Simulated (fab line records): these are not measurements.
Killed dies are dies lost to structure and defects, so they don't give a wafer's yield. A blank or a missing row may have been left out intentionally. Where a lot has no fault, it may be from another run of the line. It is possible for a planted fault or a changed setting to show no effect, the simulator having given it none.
Which tool was responsible? / flow gf180mcu / 13 lots, 39 wafers sampled, at 5 steps of a route of 602

## WHAT THE GAUGES SHOWED, per wafer
GF_MVPSD_OVL_MEAS_07.
lot=L266; measured=day 4 21:28; on=overlay-02; MVPSD_OVL (nm)=0.0 1.0 -0.3
lot=L267; measured=day 5 04:59; on=overlay-02; MVPSD_OVL (nm)=-1.1 -0.5 -1.3
lot=L268; measured=day 5 12:07; on=overlay-02; MVPSD_OVL (nm)=-0.2 -0.7 -0.3
lot=L269; measured=day 5 17:43; on=overlay-01; MVPSD_OVL (nm)=-0.2 -1.0 -1.2
lot=L270; measured=day 5 21:46; on=overlay-02; MVPSD_OVL (nm)=-0.6 -1.2 0.3
lot=L272; measured=day 6 11:55; on=overlay-02; MVPSD_OVL (nm)=0.6 2.1 -0.3
lot=L278; measured=day 8 01:10; on=overlay-01; MVPSD_OVL (nm)=- - -
lot=L279; measured=day 8 06:07; on=overlay-02; MVPSD_OVL (nm)=- - -
lot=L282; measured=day 8 23:34; on=overlay-01; MVPSD_OVL (nm)=-3.2 -1.9 -2.5
lot=L283; measured=day 9 06:28; on=overlay-02; MVPSD_OVL (nm)=-2.2 0.7 0.6
lot=L284; measured=day 9 14:20; on=overlay-01; MVPSD_OVL (nm)=1.1 -0.1 -0.1
lot=L287; measured=day 10 08:16; on=overlay-02; MVPSD_OVL (nm)=2.2 1.1 2.4
lot=L288; measured=day 10 10:28; on=overlay-01; MVPSD_OVL (nm)=-2.9 -4.2 -2.0

GF_NSD_CD_MEAS_07 targets a cd of 400 nm.
lot=L266; measured=day 13 04:04; on=cd_sem-01; cd_nm (nm)=396.2 397.8 399.2
lot=L267; measured=day 13 12:31; on=cd_sem-01; cd_nm (nm)=399.4 399.3 400.6
lot=L268; measured=day 13 22:43; on=cd_sem-01; cd_nm (nm)=399.8 402.3 400.6
lot=L269; measured=day 14 07:23; on=cd_sem-02; cd_nm (nm)=398.9 401.0 396.0
lot=L270; measured=day 14 13:02; on=cd_sem-01; cd_nm (nm)=399.9 397.5 400.2
lot=L272; measured=day 15 11:05; on=cd_sem-02; cd_nm (nm)=398.0 399.8 397.8
lot=L278; measured=day 17 09:43; on=cd_sem-01; cd_nm (nm)=403.2 402.0 403.2
lot=L279; measured=day 17 20:04; on=cd_sem-02; cd_nm (nm)=397.8 398.0 398.0
lot=L282; measured=day 18 20:10; on=cd_sem-02; cd_nm (nm)=399.8 398.7 396.6
lot=L283; measured=day 19 10:01; on=cd_sem-01; cd_nm (nm)=398.9 399.7 398.4
lot=L284; measured=day 20 02:36; on=cd_sem-01; cd_nm (nm)=401.8 402.9 401.0
lot=L287; measured=day 20 17:43; on=cd_sem-01; cd_nm (nm)=400.3 399.7 401.2
lot=L288; measured=day 21 07:05; on=cd_sem-02; cd_nm (nm)=400.0 401.8 399.3

## WHICH TOOL RAN EACH LOT (tool, then ch and the chambers of the sampled wafers, then the start)
lot=L266; GF_MVPSD_DEVELOP_06=litho_track-04 ch 0, day 4 21:00; GF_POLY_GATE_STRIP_14=plasma_asher-01 ch 0,1, day 9 01:59; GF_HV_LDD_STRIP_37=plasma_asher-01 ch 0,1, day 11 09:58
lot=L267; GF_MVPSD_DEVELOP_06=litho_track-02 ch 0, day 5 04:00; GF_POLY_GATE_STRIP_14=plasma_asher-01 ch 0,1, day 9 08:49; GF_HV_LDD_STRIP_37=plasma_asher-01 ch 0,1, day 11 17:36
lot=L268; GF_MVPSD_DEVELOP_06=litho_track-04 ch 0, day 5 11:00; GF_POLY_GATE_STRIP_14=plasma_asher-01 ch 0,1, day 9 18:44; GF_HV_LDD_STRIP_37=plasma_asher-01 ch 1, day 12 04:10
lot=L269; GF_MVPSD_DEVELOP_06=litho_track-02 ch 0, day 5 17:00; GF_POLY_GATE_STRIP_14=plasma_asher-03 ch 0,1, day 10 00:50; GF_HV_LDD_STRIP_37=plasma_asher-03 ch 0,1, day 12 11:43
lot=L270; GF_MVPSD_DEVELOP_06=litho_track-02 ch 0, day 5 21:00; GF_POLY_GATE_STRIP_14=plasma_asher-01 ch 0,1, day 10 06:44; GF_HV_LDD_STRIP_37=plasma_asher-03 ch 0,1, day 12 18:13
lot=L272; GF_MVPSD_DEVELOP_06=litho_track-04 ch 0, day 6 11:00; GF_POLY_GATE_STRIP_14=plasma_asher-04 ch 0,1, day 11 01:35; GF_HV_LDD_STRIP_37=plasma_asher-03 ch 0,1, day 13 13:49
lot=L278; GF_MVPSD_DEVELOP_06=litho_track-04 ch 0, day 8 01:00; GF_POLY_GATE_STRIP_14=plasma_asher-04 ch 0,1, day 12 17:47; GF_HV_LDD_STRIP_37=plasma_asher-01 ch 0,1, day 15 08:52
lot=L279; GF_MVPSD_DEVELOP_06=litho_track-04 ch 0, day 8 05:00; GF_POLY_GATE_STRIP_14=plasma_asher-04 ch 0,1, day 13 02:04; GF_HV_LDD_STRIP_37=plasma_asher-01 ch 0,1, day 15 19:22
lot=L282; GF_MVPSD_DEVELOP_06=litho_track-03 ch 0, day 8 23:00; GF_POLY_GATE_STRIP_14=plasma_asher-01 ch 0,1, day 14 00:38; GF_HV_LDD_STRIP_37=plasma_asher-03 ch 0,1, day 16 18:31
lot=L283; GF_MVPSD_DEVELOP_06=litho_track-03 ch 0, day 9 06:00; GF_POLY_GATE_STRIP_14=plasma_asher-03 ch 0,1, day 14 08:37; GF_HV_LDD_STRIP_37=plasma_asher-03 ch 0,1, day 17 07:31
lot=L284; GF_MVPSD_DEVELOP_06=litho_track-02 ch 0, day 9 14:00; GF_POLY_GATE_STRIP_14=plasma_asher-04 ch 0,1, day 14 17:42; GF_HV_LDD_STRIP_37=plasma_asher-01 ch 0,1, day 17 20:27
lot=L287; GF_MVPSD_DEVELOP_06=litho_track-03 ch 0, day 10 08:00; GF_POLY_GATE_STRIP_14=plasma_asher-03 ch 0,1, day 15 14:19; GF_HV_LDD_STRIP_37=plasma_asher-03 ch 0,1, day 18 13:55
lot=L288; GF_MVPSD_DEVELOP_06=litho_track-03 ch 0, day 10 10:00; GF_POLY_GATE_STRIP_14=plasma_asher-03 ch 0,1, day 16 00:17; GF_HV_LDD_STRIP_37=plasma_asher-02 ch 0,1, day 19 03:28
- GF_MVPSD_DEVELOP_06: develop time 60 s.
- GF_POLY_GATE_STRIP_14: strips in O2/N2.
- GF_HV_LDD_STRIP_37: strips in O2/N2.

## WHAT THE TOOLS THEMSELVES READ (means of the sampled wafers that have a number; where no wafer has one, the mark that the record gives instead)
GF_POLY_GATE_STRIP_14.
lot=L266; tool=plasma_asher-01; drypump_motor_current_A (A)=5.9; heater_power_w (W)=357; oes_product_au (a.u.)=0.511
lot=L267; tool=plasma_asher-01; drypump_motor_current_A (A)=5.7; heater_power_w (W)=343; oes_product_au (a.u.)=0.501
lot=L268; tool=plasma_asher-01; drypump_motor_current_A (A)=6.0; heater_power_w (W)=350; oes_product_au (a.u.)=0.508
lot=L269; tool=plasma_asher-03; drypump_motor_current_A (A)=5.1; heater_power_w (W)=321; oes_product_au (a.u.)=0.510
lot=L270; tool=plasma_asher-01; drypump_motor_current_A (A)=5.9; heater_power_w (W)=355; oes_product_au (a.u.)=0.502
lot=L272; tool=plasma_asher-04; drypump_motor_current_A (A)=6.1; heater_power_w (W)=319; oes_product_au (a.u.)=0.507
lot=L278; tool=plasma_asher-04; drypump_motor_current_A (A)=6.1; heater_power_w (W)=323; oes_product_au (a.u.)=0.506
lot=L279; tool=plasma_asher-04; drypump_motor_current_A (A)=6.1; heater_power_w (W)=323; oes_product_au (a.u.)=0.506
lot=L282; tool=plasma_asher-01; drypump_motor_current_A (A)=5.7; heater_power_w (W)=350; oes_product_au (a.u.)=0.504
lot=L283; tool=plasma_asher-03; drypump_motor_current_A (A)=5.1; heater_power_w (W)=319; oes_product_au (a.u.)=0.502
lot=L284; tool=plasma_asher-04; drypump_motor_current_A (A)=6.1; heater_power_w (W)=319; oes_product_au (a.u.)=0.500
lot=L287; tool=plasma_asher-03; drypump_motor_current_A (A)=5.1; heater_power_w (W)=317; oes_product_au (a.u.)=0.503
lot=L288; tool=plasma_asher-03; drypump_motor_current_A (A)=5.3; heater_power_w (W)=324; oes_product_au (a.u.)=0.501

GF_HV_LDD_STRIP_37.
lot=L266; tool=plasma_asher-01; drypump_motor_current_A (A)=5.7; heater_power_w (W)=347; oes_product_au (a.u.)=0.712; strip_time_to_endpoint_s (s)=12.62
lot=L267; tool=plasma_asher-01; drypump_motor_current_A (A)=5.9; heater_power_w (W)=356; oes_product_au (a.u.)=0.715; strip_time_to_endpoint_s (s)=12.71
lot=L268; tool=plasma_asher-01; drypump_motor_current_A (A)=5.5; heater_power_w (W)=331; oes_product_au (a.u.)=0.712; strip_time_to_endpoint_s (s)=12.65
lot=L269; tool=plasma_asher-03; drypump_motor_current_A (A)=5.1; heater_power_w (W)=320; oes_product_au (a.u.)=0.712; strip_time_to_endpoint_s (s)=12.64
lot=L270; tool=plasma_asher-03; drypump_motor_current_A (A)=5.3; heater_power_w (W)=325; oes_product_au (a.u.)=0.722; strip_time_to_endpoint_s (s)=12.66
lot=L272; tool=plasma_asher-03; drypump_motor_current_A (A)=5.2; heater_power_w (W)=325; oes_product_au (a.u.)=0.714; strip_time_to_endpoint_s (s)=12.63
lot=L278; tool=plasma_asher-01; drypump_motor_current_A (A)=5.9; heater_power_w (W)=356; oes_product_au (a.u.)=0.715; strip_time_to_endpoint_s (s)=12.66
lot=L279; tool=plasma_asher-01; drypump_motor_current_A (A)=5.7; heater_power_w (W)=344; oes_product_au (a.u.)=0.716; strip_time_to_endpoint_s (s)=12.65
lot=L282; tool=plasma_asher-03; drypump_motor_current_A (A)=5.1; heater_power_w (W)=321; oes_product_au (a.u.)=0.719; strip_time_to_endpoint_s (s)=12.66
lot=L283; tool=plasma_asher-03; drypump_motor_current_A (A)=5.1; heater_power_w (W)=326; oes_product_au (a.u.)=0.718; strip_time_to_endpoint_s (s)=12.61
lot=L284; tool=plasma_asher-01; drypump_motor_current_A (A)=5.9; heater_power_w (W)=348; oes_product_au (a.u.)=0.721; strip_time_to_endpoint_s (s)=12.61
lot=L287; tool=plasma_asher-03; drypump_motor_current_A (A)=5.2; heater_power_w (W)=323; oes_product_au (a.u.)=0.715; strip_time_to_endpoint_s (s)=12.64
lot=L288; tool=plasma_asher-02; drypump_motor_current_A (A)=6.2; heater_power_w (W)=365; oes_product_au (a.u.)=0.716; strip_time_to_endpoint_s (s)=12.59

## THE ANSWER, worked out from the rows above alone
Rule: usual is defined by the lots themselves. The widest of any qualifying gaps counts: lots, ordered by their means at a reading, are off when they make up no more than a third of the lots, leave a main group of 4 or more, and stand apart from it by 3 or more times the standard deviation of that group's means. A main group whose means are all the same, to the digits that the tables above print for the reading, isn't used. Also off: a lot with no number at a reading for which 4 or more lots have one. The other lots that the step has rows for count as sound. After the gauges, taken in route order, come the tools' own readings; for these a lot's mean is taken, as printed above. The first step at which some lot is off is used, and at that step the reading that is off furthest; a lot without a number counts as furthest.
Off: at GF_MVPSD_OVL_MEAS_07 (MVPSD_OVL), L278, L279. Without a number there: L278, L279. The main group: mean -0.5 nm, standard deviation 1.3.
A tool fits if, at a process step before that reading, it ran every lot that is off, and no sound lot after the first of them. Gauges at GF_MVPSD_OVL_MEAS_07: tried the same way as those tools. One candidate fits, namely litho_track-04 at GF_MVPSD_DEVELOP_06. Its last sound lot is L272 (day 6 11:00), its first lot that is off L278 (day 8 01:00): a fault that began between those two fits.

## WHAT THE SIMULATOR HAD PUT IN
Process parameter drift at GF_MVPSD_DEVELOP_06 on litho_track-04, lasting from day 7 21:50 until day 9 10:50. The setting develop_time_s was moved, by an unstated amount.
Struck lots among those shown: L278, L279. Same finding as the rule above.
